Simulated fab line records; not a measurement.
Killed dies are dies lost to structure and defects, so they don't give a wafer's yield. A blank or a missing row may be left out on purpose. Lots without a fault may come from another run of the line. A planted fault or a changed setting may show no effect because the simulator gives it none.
One fault through the eyes of 2 desks + flow sky130 + every desk sees just its own numbers, and what lay behind them comes last

## AT THE TOOL OWNER'S DESK: pvdSputter-02
The tool's own readings at SKY_METAL1_SPUTTER_00 (material Ti, target thk 15 nm, time 10 s): means of the sampled wafers that have a number, for each lot that ran on this tool. A lot is out of limits, marked OUT, if its mean lies more than 4 standard deviations from the usual mean; the brackets give that distance.
Columns: A = cathodeDcPowerW at SKY_METAL1_SPUTTER_00, usual 2999.9 W; B = chamberPressurePa at SKY_METAL1_SPUTTER_00, usual 0.3999 Pa; C = throttleValvePct at SKY_METAL1_SPUTTER_00, usual 30.1 %
| lot  | first seen here | A      | B      | C    |
|------|-----------------|--------|--------|------|
| L580 | day 32 09:04    | 3000.2 | 0.4000 | 29.6 |
| L587 | day 35 04:08    | 2999.4 | 0.3997 | 29.4 |
| L598 | day 38 07:14    | 3000.4 | 0.4010 | 30.7 |
This desk's verdict: no lot among the 3 shows anything out of limits.

## AT THE METROLOGY DESK
What the gauges read, lot by lot, whatever tool the lot ran on: means of the sampled wafers that have a number. A lot is out of limits, marked OUT, if its mean lies more than 4 standard deviations from the usual mean; the brackets give that distance.
Columns: A = cdNm at SKY_LOCAL_INTERCONNECT_CD_MEAS_11, usual 169.5 nm; B = CONTACT_BOW at SKY_CONTACT_BOW_MEAS_05, usual 83 um
| lot  | first seen here | A     | B  |
|------|-----------------|-------|----|
| L578 | day 30 16:47    | 171.4 | 81 |
| L580 | day 31 02:05    | 169.5 | 80 |
| L581 | day 32 07:15    | 170.7 | 85 |
| L583 | day 33 00:44    | 167.8 | 79 |
| L582 | day 33 04:35    | 168.0 | 84 |
| L587 | day 33 22:13    | 171.0 | 84 |
| L588 | day 34 05:07    | 169.0 | 76 |
| L589 | day 34 16:55    | 167.1 | 90 |
| L592 | day 35 10:02    | 171.0 | 81 |
| L594 | day 36 03:43    | 169.2 | 84 |
| L595 | day 36 09:52    | 168.9 | 82 |
| L598 | day 37 02:14    | 169.3 | 83 |
| L599 | day 37 10:30    | 167.8 | 87 |
| L600 | day 37 13:52    | 170.8 | 80 |
This desk's verdict: no lot among the 14 shows anything out of limits.

## BROUGHT TOGETHER
Nothing out of limits was seen by the tool owner's desk.
Metrology desk: nothing out of limits seen.

## WHAT THE SIMULATOR HAD INSERTED
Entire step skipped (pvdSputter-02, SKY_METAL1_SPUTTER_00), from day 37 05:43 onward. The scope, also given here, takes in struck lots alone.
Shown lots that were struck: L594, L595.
